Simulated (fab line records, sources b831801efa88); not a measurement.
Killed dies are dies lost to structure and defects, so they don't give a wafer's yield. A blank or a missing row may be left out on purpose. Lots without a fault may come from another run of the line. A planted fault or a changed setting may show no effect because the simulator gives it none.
fab line records | flow gf180mcu
record lots=5 wafers=15 last_day=34
route steps=602 shown V1@348 M2@362 V2@382
lots that met no fault: from a run of the same line without faults
start_h: hours from the record's first day to the start of the lot's first wafer shown | wait_h: hours since the lot's step before | " the same as in the row above | L1.1+2: a row that stands for several wafers | - no value, or no start given | * or withheld: withheld | < > ~ a bound
route shown NAME@n: a module of which the file shows steps, and the number in the route of the first | usual: mean/standard deviation of fault-free wafers | same: alike in all rows | chamber/n: place in a boat | sites: the reading at each site | _std_site: their standard deviation | _edge_site: outer sites' mean less inner sites' | radius_mm: how far each site lies from the wafer's centre | mask NAME#n: copy n | behind: the tool/chamber that last shaped the wafer | hold: why the lot was held/for how many hours/how that ended | device: the transistor (n, p or np) that didn't switch | end of line: the same wafers' tests at the end of the route | a step without rows: its recipe alone | killed: dies lost to structure and defects at the first sort, not the wafer's yield | map: a wafer's dies, x killed, . not, _ none there
set.NAME: the setting as run; set.NAME@STEP: as run at that earlier step | model.NAME: the simulator's own value behind a step, which no gauge read
lots at some steps of the route; a table a step, a row a wafer
services: from which hour (start_h, from the record's first day; less than 0 if before it) a tool's chamber was out of use, for how many hours, and why
## steps
# step GF_V1_DEVELOP_13
# recipe develop_time_s=60 resist=KrF dev_temp_c=21
# columns lot.wafer tool chamber start_h wait_h
L074.1+2+4 litho_track-04 0 413.08 0.2
L077.1+2+4 litho_track-01 0 444.06 0.2
L081.3+5+6 litho_track-03 0 487.03 0.1
L091.3+4+6 litho_track-03 0 557.78 0.1
L094.3+4+6 litho_track-04 0 584.82 0.1
# step GF_V1_CD_MEAS_14
# recipe target_cd_nm=260
# usual cd_nm=259.7/1.2
# columns lot.wafer tool chamber start_h wait_h cd_nm
L074.1 cd_sem-02 - 413.23 0.1 258.1
L074.2 " - " " 260.0
L074.4 " - " " 259.5
L077.1 cd_sem-02 - 444.21 0.1 261.0
L077.2 " - " " 261.9
L077.4 " - " " 260.4
L081.3 cd_sem-02 - 487.17 0.1 259.5
L081.5 " - " " 259.9
L081.6 " - " " 260.2
L091.3 cd_sem-02 - 557.97 0.2 258.7
L091.4 " - " " 259.4
L091.6 " - " " 258.0
L094.3 cd_sem-01 - 584.96 0.1 261.0
L094.4 " - " " 261.0
L094.6 " - " " 259.9
# step GF_V1_OVL_MEAS_15
# usual V1_OVL=2/5
# columns lot.wafer tool chamber start_h wait_h V1_OVL[nm]
L074.1 overlay-02 - 413.35 0.1 0
L074.2 " - " " 2
L074.4 " - " " 8
L077.1 overlay-01 - 444.33 0.1 4
L077.2 " - " " 2
L077.4 " - " " 2
L081.3 overlay-02 - 487.26 0.1 -9
L081.5 " - " " -10
L081.6 " - " " -1
L091.3 overlay-01 - 558.06 0.1 -3
L091.4 " - " " 7
L091.6 " - " " 6
L094.3 overlay-01 - 585.06 0.1 6
L094.4 " - " " 7
L094.6 " - " " 6
# step GF_V1_ETCH_16
# recipe chemistry=N2/H2 target_depth_a=withheld overetch_a=withheld time_s=withheld target=BARC ion_energy_ev=200 source_w=500 bias_w=100 pressure_mtorr=30 n2_flow_sccm=100 h2_flow_sccm=200
# usual drypump_motor_current_A=5.7/0.47 oes_product_au=0.854/0.0047 throttle_valve_pct=13.225/0.0094
# columns lot.wafer tool chamber start_h wait_h drypump_motor_current_A oes_product_au throttle_valve_pct
L074.1 rie_diel-01 2 413.38 0.0 6.6 0.857 13.218
L074.2 " 1 " " 4.8 0.860 13.224
L074.4 " 3 " " 5.9 0.856 13.225
L077.1 rie_diel-04 1 444.37 0.0 5.5 0.859 13.222
L077.2 " 3 " " 6.1 0.855 13.234
L077.4 " 2 " " 5.9 0.851 13.238
L081.3 rie_diel-01 1 487.29 0.0 4.8 0.858 13.222
L081.5 " 3 " " 5.9 0.860 13.217
L081.6 " 2 " " 6.6 0.856 13.232
L091.3 rie_diel-02 0 558.09 0.0 6.0 0.855 13.219
L091.4 " 1 " " 5.6 0.853 13.222
L091.6 " 0 " " 6.0 0.860 13.239
L094.3 rie_diel-04 1 585.08 0.0 5.6 0.846 13.244
L094.4 " 2 " " 5.9 0.858 13.238
L094.6 " 0 " " 6.0 0.858 13.239
# step GF_V1_ETCH_17
# recipe chemistry=C4F8/O2/Ar mask_material=KrF target=SiO2 stop_on=TiN source_w=1500 bias_w=1200 pressure_mtorr=40 c4f8_flow_sccm=withheld O2_flow_sccm=6 Ar_flow_sccm=300 time_s=withheld target_depth_a=6300
# usual oes_product_au=0.856/0.0047
# columns lot.wafer tool chamber start_h wait_h oes_product_au
L074.1 rie_diel-01 2 - - 0.850
L074.2 " 1 " " 0.850
L074.4 " 3 " " 0.852
L077.1 rie_diel-04 1 - - 0.857
L077.2 " 3 " " 0.851
L077.4 " 2 " " 0.852
L081.3 rie_diel-01 1 - - 0.856
L081.5 " 3 " " 0.850
L081.6 " 2 " " 0.852
L091.3 rie_diel-02 0 - - 0.859
L091.4 " 1 " " 0.861
L091.6 " 0 " " 0.856
L094.3 rie_diel-04 1 - - 0.860
L094.4 " 2 " " 0.860
L094.6 " 0 " " 0.864
# step GF_V1_STRIP_18
# recipe chemistry=O2/N2 power_w=1400 pressure_mtorr=1500 platen_temp_c=250 o2_flow_sccm=3000 n2_flow_sccm=300 overash_fraction=0.5
# usual drypump_motor_current_A=5.4/0.68 heater_power_w=320/33 oes_product_au=0.593/0.0048
# columns lot.wafer tool chamber start_h wait_h drypump_motor_current_A heater_power_w oes_product_au rf_hours_counter_h
L074.1 plasma_asher-02 1 413.51 - 4.7 298 0.593 75
L074.2 " 0 " " 6.4 351 0.596 75
L074.4 " 1 " " 4.7 293 0.596 -
L077.1 plasma_asher-02 0 444.50 - 6.4 357 0.599 1
L077.2 " 1 " " 4.7 270 0.597 1
L077.4 " 0 " " 6.4 352 0.598 -
L081.3 plasma_asher-03 0 487.45 - 4.8 329 0.593 -
L081.5 " 1 " " 5.7 332 0.596 -
L081.6 " 0 " " 4.8 325 0.598 -
L091.3 plasma_asher-01 0 558.25 - 5.7 342 0.600 -
L091.4 " 1 " " 5.4 297 0.592 -
L091.6 " 0 " " 5.7 354 0.588 -
L094.3 plasma_asher-02 1 585.24 - 4.7 262 0.599 -
L094.4 " 0 " " 6.4 353 0.589 -
L094.6 " 0 " " 6.4 352 0.596 -
# step GF_V1_STRIP_19
# recipe chemistry=post_etch_residue_remover time_s=1200 temp_c=72.5
# columns lot.wafer tool chamber start_h wait_h
L074.1+2+4 wet_bench-01 0 413.61 0.1
L077.1+2+4 wet_bench-01 0 444.60 0.1
L081.3+5+6 wet_bench-01 2 487.52 0.0
L091.3+4+6 wet_bench-02 0 558.32 0.0
L094.3+4+6 wet_bench-03 1 585.31 0.0
# step GF_V1_CLEAN_20
# recipe chemistry=DIW dry=n2_spin
# columns lot.wafer tool chamber start_h wait_h
L074.1+2+4 wet_bench-02 2 413.98 0.0
L077.1+2+4 wet_bench-02 0 444.97 0.0
L081.3+5+6 wet_bench-03 0 487.86 0.0
L091.3+4+6 wet_bench-01 3 558.66 0.0
L094.3+4+6 wet_bench-01 2 585.65 0.0
# step GF_V1_SPUTTER_21
# recipe material=Ti target_thk_nm=15 chamber_pressure_pa=5 power_w=2500 substrate_temp_c=200 time_s=80.02
# usual substrate_temp_c=200.02/0.17 throttle_valve_pct=30.3/0.72
# columns lot.wafer tool chamber start_h wait_h substrate_temp_c throttle_valve_pct
L074.1 pvd_sputter-02 - 414.08 0.0 200.06 29.7
L074.2 " - " " 199.86 29.9
L074.4 " - " " 200.19 29.5
L077.1 pvd_sputter-03 - 445.06 0.0 199.91 29.5
L077.2 " - " " 199.69 31.2
L077.4 " - " " 199.88 30.3
L081.3 pvd_sputter-01 - 488.04 0.0 200.22 30.2
L081.5 " - " " 200.01 30.1
L081.6 " - " " 199.85 30.1
L091.3 pvd_sputter-02 - 558.75 0.0 200.08 29.7
L091.4 " - " " 199.61 29.7
L091.6 " - " " 199.69 29.9
L094.3 pvd_sputter-01 - 585.74 0.0 200.07 30.4
L094.4 " - " " 200.03 30.4
L094.6 " - " " 199.85 30.3
# step GF_V1_SPUTTER_22
# recipe material=TiN target_thk_nm=10 chamber_pressure_pa=5 power_w=4000 time_s=40
# usual throttle_valve_pct=30.3/0.7
# columns lot.wafer tool chamber start_h wait_h throttle_valve_pct
L074.1 pvd_sputter-02 - 414.14 0.0 29.8
L074.2 " - " " 30.0
L074.4 " - " " 29.6
L077.1 pvd_sputter-03 - 445.12 0.0 29.8
L077.2 " - " " 30.9
L077.4 " - " " 30.2
L081.3 pvd_sputter-01 - 488.10 0.0 30.4
L081.5 " - " " 30.4
L081.6 " - " " 30.3
L091.3 pvd_sputter-02 - 558.81 0.0 29.9
L091.4 " - " " 30.0
L091.6 " - " " 29.9
L094.3 pvd_sputter-01 - 585.80 0.0 30.3
L094.4 " - " " 30.1
L094.6 " - " " 30.4
# step GF_V1_CVD_23
# recipe material=W target_thk_nm=350 time_s=105.05 temp_c=400 pressure_torr=40
# usual heater_power_w=925/120
# columns lot.wafer tool chamber start_h wait_h heater_power_w
L074.1 cvd_w-02 1 414.18 0.0 1082
L074.2 " 0 " " 977
L074.4 " 1 " " 1074
L077.1 cvd_w-01 0 445.16 0.0 830
L077.2 " 1 " " 767
L077.4 " 1 " " 762
L081.3 cvd_w-02 1 488.18 0.1 1064
L081.5 " 1 " " 1080
L081.6 " 0 " " 974
L091.3 cvd_w-01 0 558.89 0.1 843
L091.4 " 1 " " 766
L091.6 " 0 " " 858
L094.3 cvd_w-01 1 585.88 0.1 784
L094.4 " 0 " " 848
L094.6 " 0 " " 849
# step GF_V1_RS_MEAS_24
# recipe thk_meas_gauge=four-point-probe reads=W_of_V1_CVD_23+TiN_of_V1_SPUTTER_22+Ti_of_V1_SPUTTER_21
# usual V1_W_RS=0.328/0.0033
# columns lot.wafer tool chamber start_h wait_h V1_W_RS[ohm/sq]
L074.1 film_metro-02 - 414.29 0.1 0.334
L074.2 " - " " 0.332
L074.4 " - " " 0.337
L077.1 film_metro-04 - 445.28 0.1 0.325
L077.2 " - " " 0.327
L077.4 " - " " 0.323
L081.3 film_metro-02 - 488.29 0.1 0.329
L081.5 " - " " 0.326
L081.6 " - " " 0.327
L091.3 film_metro-04 - 559.00 0.1 0.328
L091.4 " - " " 0.328
L091.6 " - " " 0.327
L094.3 film_metro-02 - 585.99 0.1 0.333
L094.4 " - " " 0.335
L094.6 " - " " 0.331
# step GF_V1_THK_MEAS_25
# recipe thk_meas_gauge=xrf reads=W_of_V1_CVD_23
# usual V1_W_THK=351/4.4
# columns lot.wafer tool chamber start_h wait_h V1_W_THK[nm]
L074.1 film_metro-02 - 414.41 0.1 344
L074.2 " - " " 349
L074.4 " - " " 341
L077.1 film_metro-04 - 445.40 0.1 353
L077.2 " - " " 350
L077.4 " - " " 354
L081.3 film_metro-02 - 488.39 0.1 353
L081.5 " - " " 355
L081.6 " - " " 352
L091.3 film_metro-04 - 559.10 0.1 349
L091.4 " - " " 346
L091.6 " - " " 347
L094.3 film_metro-02 - 586.09 0.1 349
L094.4 " - " " 346
L094.6 " - " " 349
# step GF_V1_CMP_26
# recipe stop_on=SiO2 down_force_psi=3.5 platen_rpm=60 t_overpolish_s=15 target_thk_nm=0 pad_velocity_m_s=0.94248
# usual motor_current_A=11.0/0.89 overpolish_run_s=15.001/0.0089 slurry_filter_dp_kPa=13.50/0.13 time_to_endpoint_s=85/3
# columns lot.wafer tool chamber start_h wait_h motor_current_A overpolish_run_s slurry_filter_dp_kPa time_to_endpoint_s
L074.4 cmp-01 2 414.47 0.0 10.4 15.001 13.57 82
L074.2 " 3 " " 11.3 15.013 13.38 87
L074.1 " 0 " " 12.1 14.993 13.42 85
L077.1 cmp-01 2 445.51 0.1 10.8 14.988 13.47 79
L077.4 " 3 " " 11.2 15.001 13.67 81
L077.2 " 0 " " 12.2 15.006 13.44 82
L081.3 cmp-02 0 488.53 0.1 10.0 14.994 13.52 90
L081.5 " 2 " " 10.5 15.001 13.64 89
L081.6 " 3 " " 11.8 15.006 13.74 89
L091.4 cmp-01 3 559.14 0.0 11.7 14.997 13.52 85
L091.3 " 0 " " 12.3 14.994 13.60 91
L091.6 " 3 " " 11.9 14.998 13.18 91
L094.4 cmp-01 0 586.18 0.1 11.9 14.997 13.37 83
L094.3 " 2 " " 11.1 14.990 13.45 83
L094.6 " 0 " " 12.7 15.003 13.51 83
# step GF_M2_SPUTTER_00
# recipe material=Ti target_thk_nm=37.5 arriving_ion_energy_ev=80 substrate_temp_c=200 chamber_pressure_pa=2 power_w=4000 time_s=150
# usual substrate_temp_c=199.99/0.16 throttle_valve_pct=30.4/1.4
# columns lot.wafer tool chamber start_h wait_h substrate_temp_c throttle_valve_pct
L074.1 pvd_sputter-04 - 414.77 0.1 199.98 27.9
L074.2 " - " " 199.99 32.1
L074.4 " - " " 200.25 29.7
L077.1 pvd_sputter-04 - 445.76 0.2 200.19 27.6
L077.2 " - " " 200.01 29.6
L077.4 " - " " 199.77 32.8
L081.3 pvd_sputter-04 - 488.73 0.1 200.13 32.0
L081.5 " - " " 200.00 29.4
L081.6 " - " " 199.86 27.8
L091.3 pvd_sputter-03 - 559.44 0.2 199.93 30.9
L091.4 " - " " 199.88 29.5
L091.6 " - " " 200.00 30.3
L094.3 pvd_sputter-04 - 586.43 0.1 200.00 32.6
L094.4 " - " " 199.80 29.6
L094.6 " - " " 199.93 27.7
# step GF_M2_SPUTTER_01
# recipe material=TiN target_thk_nm=30 power_w=6500 time_s=25 chamber_pressure_pa=0.4
# usual throttle_valve_pct=30.4/1.5
# columns lot.wafer tool chamber start_h wait_h throttle_valve_pct
L074.1 pvd_sputter-04 - 414.87 0.1 27.8
L074.2 " - " " 32.0
L074.4 " - " " 29.6
L077.1 pvd_sputter-04 - 445.86 0.1 27.5
L077.2 " - " " 29.7
L077.4 " - " " 32.5
L081.3 pvd_sputter-04 - 488.83 0.1 32.0
L081.5 " - " " 29.6
L081.6 " - " " 27.7
L091.3 pvd_sputter-03 - 559.54 0.1 30.7
L091.4 " - " " 29.4
L091.6 " - " " 30.2
L094.3 pvd_sputter-04 - 586.53 0.1 32.4
L094.4 " - " " 29.8
L094.6 " - " " 27.5
# step GF_M2_SPUTTER_02
# recipe material=AlCu target_thk_nm=450 power_w=10600 time_s=23.9 chamber_pressure_pa=0.4
# usual throttle_valve_pct=30.3/1.4
# columns lot.wafer tool chamber start_h wait_h throttle_valve_pct
L074.1 pvd_sputter-04 - 414.90 0.0 27.7
L074.2 " - " " 32.0
L074.4 " - " " 29.5
L077.1 pvd_sputter-04 - 445.89 0.0 27.8
L077.2 " - " " 29.4
L077.4 " - " " 32.6
L081.3 pvd_sputter-04 - 488.87 0.0 32.1
L081.5 " - " " 29.4
L081.6 " - " " 27.7
L091.3 pvd_sputter-03 - 559.57 0.0 31.1
L091.4 " - " " 29.1
L091.6 " - " " 30.3
L094.3 pvd_sputter-04 - 586.56 0.0 32.2
L094.4 " - " " 29.4
L094.6 " - " " 27.3
# step GF_M2_SPUTTER_03
# recipe material=Ti target_thk_nm=10 substrate_temp_c=300 chamber_pressure_pa=0.3 power_w=3000 time_s=6.7
# usual substrate_temp_c=300.03/0.17 throttle_valve_pct=30.4/1.5
# columns lot.wafer tool chamber start_h wait_h substrate_temp_c throttle_valve_pct
L074.1 pvd_sputter-04 - 414.93 0.0 300.18 27.6
L074.2 " - " " 299.97 31.9
L074.4 " - " " 300.15 29.7
L077.1 pvd_sputter-04 - 445.92 0.0 299.97 27.9
L077.2 " - " " 300.15 29.7
L077.4 " - " " 300.02 32.7
L081.3 pvd_sputter-04 - 488.90 0.0 300.28 32.3
L081.5 " - " " 300.08 29.6
L081.6 " - " " 300.12 27.6
L091.3 pvd_sputter-03 - 559.60 0.0 300.37 30.9
L091.4 " - " " 300.08 29.6
L091.6 " - " " 300.03 30.1
L094.3 pvd_sputter-04 - 586.59 0.0 300.13 32.3
L094.4 " - " " 299.88 29.8
L094.6 " - " " 300.04 27.5
# step GF_M2_SPUTTER_04
# recipe material=TiN target_thk_nm=50 power_w=6500 time_s=41.7 chamber_pressure_pa=0.4
# usual throttle_valve_pct=30.4/1.4
# columns lot.wafer tool chamber start_h wait_h throttle_valve_pct
L074.1 pvd_sputter-04 - 414.95 0.0 27.9
L074.2 " - " " 32.2
L074.4 " - " " 29.7
L077.1 pvd_sputter-04 - 445.94 0.0 27.5
L077.2 " - " " 29.7
L077.4 " - " " 32.3
L081.3 pvd_sputter-04 - 488.92 0.0 32.0
L081.5 " - " " 29.8
L081.6 " - " " 27.8
L091.3 pvd_sputter-03 - 559.62 0.0 30.8
L091.4 " - " " 29.6
L091.6 " - " " 30.1
L094.3 pvd_sputter-04 - 586.62 0.0 32.4
L094.4 " - " " 29.4
L094.6 " - " " 27.7
# step GF_M2_RS_MEAS_05
# recipe thk_meas_gauge=four-point-probe reads=TiN_of_M2_SPUTTER_04+Ti_of_M2_SPUTTER_03+AlCu_of_M2_SPUTTER_02+TiN_of_M2_SPUTTER_01+Ti_of_M2_SPUTTER_00
# usual M2_ALCU_RS=0.0697/0.00053
# columns lot.wafer tool chamber start_h wait_h M2_ALCU_RS[ohm/sq]
L074.1 film_metro-02 - 414.99 0.0 0.0695
L074.2 " - " " 0.0704
L074.4 " - " " 0.0692
L077.1 film_metro-03 - 445.98 0.0 0.0695
L077.2 " - " " 0.0698
L077.4 " - " " 0.0698
L081.3 film_metro-03 - 489.00 0.1 0.0693
L081.5 " - " " 0.0694
L081.6 " - " " 0.0698
L091.3 film_metro-01 - 559.70 0.1 0.0692
L091.4 " - " " 0.0696
L091.6 " - " " 0.0692
L094.3 film_metro-02 - 586.70 0.1 0.0705
L094.4 " - " " 0.0694
L094.6 " - " " 0.0695
# step GF_M2_THK_MEAS_06
# recipe thk_meas_gauge=xrf reads=AlCu_of_M2_SPUTTER_02
# usual M2_ALCU_THK=448/4.3
# columns lot.wafer tool chamber start_h wait_h M2_ALCU_THK[nm]
L074.1 film_metro-02 - 415.11 0.1 451
L074.2 " - " " 447
L074.4 " - " " 455
L077.1 film_metro-03 - 446.10 0.1 449
L077.2 " - " " 447
L077.4 " - " " 448
L081.3 film_metro-03 - 489.10 0.1 450
L081.5 " - " " 450
L081.6 " - " " 446
L091.3 film_metro-01 - 559.80 0.1 452
L091.4 " - " " 450
L091.6 " - " " 451
L094.3 film_metro-02 - 586.80 0.1 441
L094.4 " - " " 447
L094.6 " - " " 447
# step GF_M2_DEHYDRATE_07
# recipe temp_c=200 time_s=60
# usual plate_temp_C=199.96/0.14
# columns lot.wafer tool chamber start_h wait_h plate_temp_C
L074.1 litho_track-04 0 426.93 11.8 199.92
L074.2 " 0 " " 200.04
L074.4 " 0 " " 200.16
L077.1 litho_track-01 0 457.36 11.3 199.98
L077.2 " 0 " " 200.04
L077.4 " 0 " " 199.73
L081.3 litho_track-02 0 500.42 11.3 199.96
L081.5 " 0 " " 200.15
L081.6 " 0 " " 200.01
L091.3 litho_track-04 0 570.02 10.2 200.24
L091.4 " 0 " " 200.06
L091.6 " 0 " " 199.90
L094.3 litho_track-04 0 596.62 9.8 199.75
L094.4 " 0 " " 200.01
L094.6 " 0 " " 199.90
# step GF_M2_HMDS_08
# recipe prime_time_s=60 prime_temp_c=120
# columns lot.wafer tool chamber start_h wait_h
L074.1+2+4 litho_track-04 0 427.08 0.1
L077.1+2+4 litho_track-01 0 457.51 0.1
L081.3+5+6 litho_track-02 0 500.57 0.1
L091.3+4+6 litho_track-04 0 570.17 0.1
L094.3+4+6 litho_track-04 0 596.77 0.1
# step GF_M2_COAT_09
# recipe resist=KrF spin_rpm=withheld resist_thk_nm=1000
# usual dispense_pressure_kPa=47.0/0.92
# columns lot.wafer tool chamber start_h wait_h dispense_pressure_kPa
L074.1 litho_track-04 0 427.23 0.1 46.1
L074.2 " 0 " " 46.1
L074.4 " 0 " " 46.1
L077.1 litho_track-01 0 457.66 0.1 48.3
L077.2 " 0 " " 48.3
L077.4 " 0 " " 48.3
L081.3 litho_track-02 0 500.72 0.1 46.8
L081.5 " 0 " " 46.8
L081.6 " 0 " " 46.8
L091.3 litho_track-04 0 570.32 0.1 46.1
L091.4 " 0 " " 46.1
L091.6 " 0 " " 46.1
L094.3 litho_track-04 0 596.92 0.1 46.1
L094.4 " 0 " " 46.0
L094.6 " 0 " " 46.1
# step GF_M2_SOFTBAKE_10
# recipe temp_c=130 time_s=60 resist=KrF
# usual plate_temp_C=129.99/0.14
# columns lot.wafer tool chamber start_h wait_h plate_temp_C
L074.1 litho_track-04 0 427.38 0.1 130.06
L074.2 " 0 " " 130.02
L074.4 " 0 " " 130.10
L077.1 litho_track-01 0 457.81 0.1 129.84
L077.2 " 0 " " 129.72
L077.4 " 0 " " 130.01
L081.3 litho_track-02 0 500.87 0.1 130.29
L081.5 " 0 " " 130.00
L081.6 " 0 " " 130.04
L091.3 litho_track-04 0 570.47 0.1 130.01
L091.4 " 0 " " 130.33
L091.6 " 0 " " 130.08
L094.3 litho_track-04 0 597.07 0.1 130.00
L094.4 " 0 " " 130.00
L094.6 " 0 " " 130.09
# step GF_M2_EXPOSE_11
# recipe mask_id=Metal2 target_cd_nm=280 na=0.68 source_shape=conventional sigma_outer=0.6 dose_mj=28
# columns lot.wafer tool chamber start_h wait_h mask
L074.1+2+4 krf_scanner-02 0 - - Metal2#0
L077.1+2+4 krf_scanner-02 0 - - Metal2#0
L081.3+5+6 krf_scanner-01 0 - - Metal2#0
L091.3+4+6 krf_scanner-01 0 - - Metal2#0
L094.3+4+6 krf_scanner-02 0 - - Metal2#0
# step GF_M2_PEB_12
# recipe peb_temp_c=135 peb_time_s=90 resist=KrF
# usual plate_temp_C=135.00/0.14
# columns lot.wafer tool chamber start_h wait_h plate_temp_C
L074.1 litho_track-04 0 - - 134.82
L074.2 " 0 " " 134.82
L074.4 " 0 " " 134.97
L077.1 litho_track-04 0 - - 134.79
L077.2 " 0 " " 134.67
L077.4 " 0 " " 135.00
L081.3 litho_track-02 0 - - 135.17
L081.5 " 0 " " 135.26
L081.6 " 0 " " 135.09
L091.3 litho_track-02 0 - - 134.88
L091.4 " 0 " " 134.79
L091.6 " 0 " " 134.97
L094.3 litho_track-01 0 - - 135.01
L094.4 " 0 " " 134.82
L094.6 " 0 " " 134.81
# step GF_M2_DEVELOP_13
# recipe develop_time_s=60 dev_temp_c=21
# columns lot.wafer tool chamber start_h wait_h
L074.1+2+4 litho_track-04 0 439.18 0.2
L077.1+2+4 litho_track-04 0 469.98 0.2
L081.3+5+6 litho_track-02 0 512.17 0.1
L091.3+4+6 litho_track-02 0 581.67 0.1
L094.3+4+6 litho_track-01 0 607.56 0.1
# step GF_M2_CD_MEAS_14
# recipe target_cd_nm=280
# usual cd_nm=280.4/1.1
# columns lot.wafer tool chamber start_h wait_h cd_nm
L074.1 cd_sem-02 - 439.33 0.1 280.0
L074.2 " - " " 280.7
L074.4 " - " " 280.4
L077.1 cd_sem-01 - 470.13 0.1 281.0
L077.2 " - " " 280.6
L077.4 " - " " 279.8
L081.3 cd_sem-01 - 512.31 0.1 280.5
L081.5 " - " " 281.6
L081.6 " - " " 281.8
L091.3 cd_sem-01 - 581.81 0.1 282.1
L091.4 " - " " 283.0
L091.6 " - " " 281.7
L094.3 cd_sem-02 - 607.70 0.1 279.2
L094.4 " - " " 280.6
L094.6 " - " " 278.6
# step GF_M2_OVL_MEAS_15
# usual M2_OVL=4/4.5
# columns lot.wafer tool chamber start_h wait_h M2_OVL[nm]
L074.1 overlay-02 - 439.45 0.1 -1
L074.2 " - " " 4
L074.4 " - " " 3
L077.1 overlay-02 - 470.25 0.1 3
L077.2 " - " " 8
L077.4 " - " " 2
L081.3 overlay-01 - 512.40 0.1 1
L081.5 " - " " 3
L081.6 " - " " 11
L091.3 overlay-02 - 581.90 0.1 6
L091.4 " - " " 12
L091.6 " - " " 15
L094.3 overlay-02 - 607.79 0.1 -2
L094.4 " - " " 3
L094.6 " - " " 4
# step GF_M2_METAL_ETCH_16
# recipe chemistry=Cl2/BCl3 mask_material=KrF target_depth_nm=627.5 stop_on=SiO2 pressure_mtorr=8 icp_w=800 bias_w=140 Cl2_flow_sccm=80 bcl3_flow_sccm=40 time_s=104.6
# usual drypump_motor_current_A=6.09/0.2 oes_product_au=0.971/0.0059 throttle_valve_pct=28.250/0.009
# columns lot.wafer tool chamber start_h wait_h drypump_motor_current_A oes_product_au rf_hours_counter_h throttle_valve_pct
L074.1 rie_metal-04 1 439.48 0.0 5.84 0.983 10 28.243
L074.2 " 0 " " 6.17 0.971 7 28.254
L074.4 " 1 " " 5.81 0.966 - 28.240
L077.1 rie_metal-02 0 470.28 0.0 5.97 0.973 12 28.240
L077.2 " 0 " " 6.00 0.975 - 28.267
L077.4 " 0 " " 5.98 0.959 - 28.239
L081.3 rie_metal-04 1 512.46 0.1 5.81 0.969 - 28.254
L081.5 " 1 " " 5.78 0.979 - 28.242
L081.6 " 0 " " 6.21 0.973 - 28.248
L091.3 rie_metal-04 1 581.96 0.1 5.80 0.977 - 28.235
L091.4 " 0 " " 6.17 0.974 - 28.238
L091.6 " 0 " " 6.18 0.975 - 28.246
L094.3 rie_metal-04 0 607.85 0.1 6.19 0.966 - 28.257
L094.4 " 1 " " 5.80 0.974 - 28.254
L094.6 " 0 " " 6.20 0.971 - 28.239
# step GF_M2_STRIP_17
# recipe chemistry=O2/N2 power_w=1400 pressure_mtorr=1500 platen_temp_c=250 o2_flow_sccm=3000 n2_flow_sccm=300 overash_fraction=0.5
# usual drypump_motor_current_A=5.6/0.55 heater_power_w=320/37 oes_product_au=0.558/0.0046 strip_time_to_endpoint_s=7.87/0.038
# columns lot.wafer tool chamber start_h wait_h drypump_motor_current_A heater_power_w oes_product_au rf_hours_counter_h strip_time_to_endpoint_s
L074.1 plasma_asher-01 1 439.59 0.1 5.4 288 0.550 33 7.82
L074.2 " 0 " " 5.7 347 0.568 33 7.85
L074.4 " 0 " " 5.7 350 0.556 - 7.87
L077.1 plasma_asher-02 0 470.51 0.2 6.3 352 0.563 4 7.83
L077.2 " 1 " " 4.7 270 0.555 4 7.83
L077.4 " 0 " " 6.3 350 0.562 - 7.82
L081.3 plasma_asher-01 0 512.57 0.1 5.7 359 0.560 - 7.90
L081.5 " 1 " " 5.4 299 0.563 - 7.87
L081.6 " 0 " " 5.7 348 0.564 - 7.88
L091.3 plasma_asher-01 1 582.07 0.1 5.4 295 0.556 - 7.86
L091.4 " 0 " " 5.7 339 0.560 - 7.90
L091.6 " 1 " " 5.4 295 0.569 - 7.90
L094.3 plasma_asher-04 0 607.96 0.1 5.9 292 0.558 - 7.87
L094.4 " 1 " " 6.0 375 0.569 - 7.92
L094.6 " 1 " " 6.0 370 0.558 - 7.84
# step GF_M2_STRIP_18
# recipe chemistry=post_etch_residue_remover time_s=1200 temp_c=72.5
# columns lot.wafer tool chamber start_h wait_h
L074.1+2+4 wet_bench-02 2 439.69 0.1
L077.1+2+4 wet_bench-02 1 470.61 0.1
L081.3+5+6 wet_bench-01 3 512.64 0.0
L091.3+4+6 wet_bench-04 0 582.14 0.0
L094.3+4+6 wet_bench-02 3 608.03 0.0
# step GF_M2_CLEAN_19
# recipe chemistry=DIW dry=n2_spin
# columns lot.wafer tool chamber start_h wait_h
L074.1+2+4 wet_bench-01 1 440.07 0.0
L077.1+2+4 wet_bench-04 2 471.35 0.0
L081.3+5+6 wet_bench-04 1 512.98 0.0
L091.3+4+6 wet_bench-01 0 582.48 0.0
L094.3+4+6 wet_bench-01 0 608.37 0.0
# step GF_V2_CVD_00
# recipe material=SiO2 target_thk_nm=600 sigma_open_frac=0.3 temp_c=400 time_s=100 sih4_flow_sccm=60 pressure_mtorr=6
# usual sih4_flow_sccm=60.01/0.16
# columns lot.wafer tool chamber start_h wait_h sih4_flow_sccm
L074.1 hdpcvd-02 1 440.16 0.0 59.97
L074.2 " 0 " " 60.08
L074.4 " 2 " " 59.77
L077.1 hdpcvd-01 0 471.45 0.0 59.85
L077.2 " 1 " " 60.06
L077.4 " 0 " " 59.79
L081.3 hdpcvd-02 2 513.07 0.0 60.27
L081.5 " 1 " " 59.80
L081.6 " 0 " " 59.98
L091.3 hdpcvd-01 2 582.57 0.0 59.97
L091.4 " 2 " " 60.18
L091.6 " 0 " " 60.23
L094.3 hdpcvd-01 2 608.47 0.0 59.88
L094.4 " 2 " " 59.82
L094.6 " 0 " " 59.82
# step GF_V2_THK_MEAS_01
# recipe reads=SiO2_of_V2_CVD_00
# usual V2_CVD_00_THK=600/6.1
# columns lot.wafer tool chamber start_h wait_h V2_CVD_00_THK[nm]
L074.1 film_metro-01 - 440.23 0.0 595
L074.2 " - " " 603
L074.4 " - " " 607
L077.1 film_metro-04 - 471.52 0.0 605
L077.2 " - " " 600
L077.4 " - " " 607
L081.3 film_metro-01 - 513.16 0.1 603
L081.5 " - " " 598
L081.6 " - " " 607
L091.3 film_metro-01 - 582.66 0.1 609
L091.4 " - " " 608
L091.6 " - " " 610
L094.3 film_metro-04 - 608.56 0.1 606
L094.4 " - " " 607
L094.6 " - " " 610
## services
# columns tool chamber start_h hours kind
cvd_w-01 - 390.00 14.0 pm
plasma_asher-02 - 397.33 5.2 repair
cmp-01 - 404.00 4.0 pm
pvd_sputter-03 - 412.81 4.5 repair
plasma_asher-02 - 421.25 9.0 pm
pvd_sputter-01 - 422.04 1.3 repair
pvd_sputter-04 - 423.87 2.7 repair
pvd_sputter-03 - 455.78 3.9 repair
rie_diel-01 2 488.43 12.7 repair
rie_metal-04 - 490.99 10.0 pm
pvd_sputter-03 - 494.54 2.9 repair
rie_diel-01 0 495.07 10.8 repair
rie_metal-04 - 503.55 0.1 repair
cmp-01 - 515.96 1.5 repair
rie_diel-04 - 531.99 0.4 repair
pvd_sputter-03 - 534.30 2.5 repair
pvd_sputter-02 - 538.52 7.9 repair
pvd_sputter-01 - 547.60 4.8 repair
rie_diel-04 3 548.77 1.6 repair
rie_diel-04 1 574.37 8.4 repair
cmp-01 - 576.18 1.5 repair
cmp-01 - 591.76 8.7 pm
cmp-01 - 606.41 5.8 repair
pvd_sputter-02 - 607.56 3.6 repair
## key
fault none
